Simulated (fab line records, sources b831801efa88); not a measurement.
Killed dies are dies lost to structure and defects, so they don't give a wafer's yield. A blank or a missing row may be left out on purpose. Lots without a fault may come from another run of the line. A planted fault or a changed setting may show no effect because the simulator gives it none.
A struck lot beside a sound one | flow sky130 | 34 steps out of a route of 708
Sound: wafers L964.4, L964.5, L964.6. Struck: wafers L970.2, L970.3, L970.5. The cause comes at the end.
At each step with rows: each side's tool, then ch and its chambers, then its first start. Under that, the readings that differ: sound wafers | struck wafers | difference of the means | sigmas: that difference in standard deviations of wafers without a fault.
alike: readings whose means differ by less than 2 such deviations, and words and numbers that are the same on both sides. not compared: withheld readings, readings that some wafer has no value for, bounds like >300 that may hide the same value, and numbers for which the record gives no deviation and whose values overlap.
The two part at a step that has a row with sigmas, a row that says differs or no value, or rows on one side only. Numbers that don't overlap but have no deviation are shown without sigmas and don't part them. A reading that every wafer of one side lacks parts them only if that side has two wafers or more.

first, 6 steps without rows for these wafers: SKY_METAL5_HMDS_08 (prime time 60 s); SKY_METAL5_COAT_09 (resist thk 1800 nm); SKY_METAL5_SOFTBAKE_10 (time 60 s); SKY_METAL5_EXPOSE_11 (exposes mask MM5, target cd 1600 nm); SKY_METAL5_PEB_12; SKY_METAL5_DEVELOP_13 (develop time 60 s).
SKY_METAL5_DESCUM_14: chemistry O2, time 11 s.
  sound on rie_metal-01 ch 0,1, day 44 08:02; struck on rie_metal-01 ch 1, day 45 14:12
  reading                      | sound          | struck         | difference | sigmas
  he_backside_leak_sccm (sccm) | 2.96 3.41 3.03 | 3.82 3.43 3.58 | +0.48      | +2
  alike: drypump_motor_current_A, oes_product_au
  not compared: rf_hours_counter_h
SKY_METAL5_METAL_ETCH_15: etches the open film in Cl2/BCl3, stops on SiO2, target depth 1260 nm, time 252 s.
  sound on rie_metal-01 ch 0,1, day 44 08:08; struck on rie_metal-01 ch 1, day 45 14:14
  alike: drypump_motor_current_A, he_backside_leak_sccm, oes_product_au, throttle_valve_pct
  not compared: rf_hours_counter_h
SKY_METAL5_STRIP_16: strips in O2/N2.
  sound on plasma_asher-03 ch 0,1, day 44 08:19; struck on plasma_asher-04 ch 0,1, day 45 14:28
  alike: drypump_motor_current_A, oes_product_au, strip_time_to_endpoint_s
  not compared: rf_hours_counter_h
then, 3 steps without rows for these wafers: SKY_METAL5_STRIP_17 (strips in post etch residue remover, time 1200 s); SKY_METAL5_CLEAN_18 (cleans in IPA, time 180 s); SKY_METAL5_CLEAN_19 (cleans in O3/DIW).
SKY_PASSIVATION_CVD_00: deposits SiO2, target thk 90 nm.
  sound on pecvd-01 ch 0,1,2, day 44 08:53; struck on pecvd-03 ch 1,2, day 45 15:11
  no value came back on the struck wafers for heater_power_outer_w (W), heater_power_w (W); on the sound wafers heater_power_outer_w (W) reads 363 325 453
SKY_PASSIVATION_CVD_02: deposits Si3N4, target thk 540 nm.
  sound on pecvd-03 ch 0,1,2, day 44 09:05; struck on pecvd-02 ch 0,1, day 45 15:16
  alike: heater_power_outer_w, heater_power_w
SKY_PASSIVATION_THK_MEAS_03:
  sound on film_metro-02, day 44 09:13; struck on film_metro-02, day 45 15:30
  alike: PASSIVATION_CVD_02_THK
then, 7 steps without rows for these wafers: SKY_PASSIVATION_DEHYDRATE_04 (time 60 s); SKY_PASSIVATION_HMDS_05 (prime time 60 s); SKY_PASSIVATION_COAT_06 (resist thk 3000 nm); SKY_PASSIVATION_SOFTBAKE_07; SKY_PASSIVATION_EXPOSE_08 (exposes mask NSM, target cd 3000 nm); SKY_PASSIVATION_PEB_09; SKY_PASSIVATION_DEVELOP_10 (develop time 60 s).
SKY_PASSIVATION_ETCH_11: etches the open film in CF4/O2, stops on AlCu, target depth 725 nm, time 161.1 s.
  sound on rie_diel-01 ch 0,3, day 45 06:31; struck on rie_diel-04 ch 0,2,3, day 46 12:25
  alike: drypump_motor_current_A, oes_product_au, throttle_valve_pct
  not compared: rf_hours_counter_h, model.PASSIVATION.feature_depth_nm, model.etch.depth_nm
then, 8 steps without rows for these wafers: SKY_PASSIVATION_STRIP_12 (strips in O2/N2); SKY_PAD_OPEN_DEHYDRATE_00 (time 60 s); SKY_PAD_OPEN_HMDS_01 (prime time 60 s); SKY_PAD_OPEN_COAT_02 (resist thk 3000 nm); SKY_PAD_OPEN_SOFTBAKE_03; SKY_PAD_OPEN_EXPOSE_04 (exposes mask PDM, target cd 60000 nm); SKY_PAD_OPEN_PEB_05; SKY_PAD_OPEN_DEVELOP_06 (develop time 60 s).
SKY_PAD_OPEN_ETCH_07: etches the open film in CF4/O2, stops on AlCu, target depth 725 nm, time 161.1 s.
  sound on rie_diel-04 ch 0,1,3, day 46 03:37; struck on rie_diel-03 ch 0,1,2, day 47 09:28
  reading                              | sound             | struck          | difference | sigmas
  model.PAD_OPEN.feature_depth_nm (nm) | 705.3 709.9 708.7 | 725 721.7 722.6 | +15        |
  model.etch.depth_nm (nm)             | 705.3 709.9 708.7 | 725 721.7 722.6 | +15        |
  alike: drypump_motor_current_A, oes_product_au, throttle_valve_pct
  not compared: rf_hours_counter_h
SKY_PAD_OPEN_STRIP_08: strips in O2/N2.
  sound on plasma_asher-01 ch 0,1, day 46 03:45; struck on plasma_asher-02 ch 0,1, day 47 09:34
  alike: drypump_motor_current_A, oes_product_au
  not compared: rf_hours_counter_h
then, 1 step without rows for these wafers: SKY_PAD_OPEN_PROBE_99.

WHERE THEY PART
First at SKY_METAL5_DESCUM_14; last, within this record, at SKY_PASSIVATION_CVD_00. Later steps at which nothing parts them and some readings are alike: SKY_PASSIVATION_CVD_02, SKY_PASSIVATION_THK_MEAS_03, SKY_PASSIVATION_ETCH_11, SKY_PAD_OPEN_ETCH_07, SKY_PAD_OPEN_STRIP_08.

WHY: what the simulator had put in
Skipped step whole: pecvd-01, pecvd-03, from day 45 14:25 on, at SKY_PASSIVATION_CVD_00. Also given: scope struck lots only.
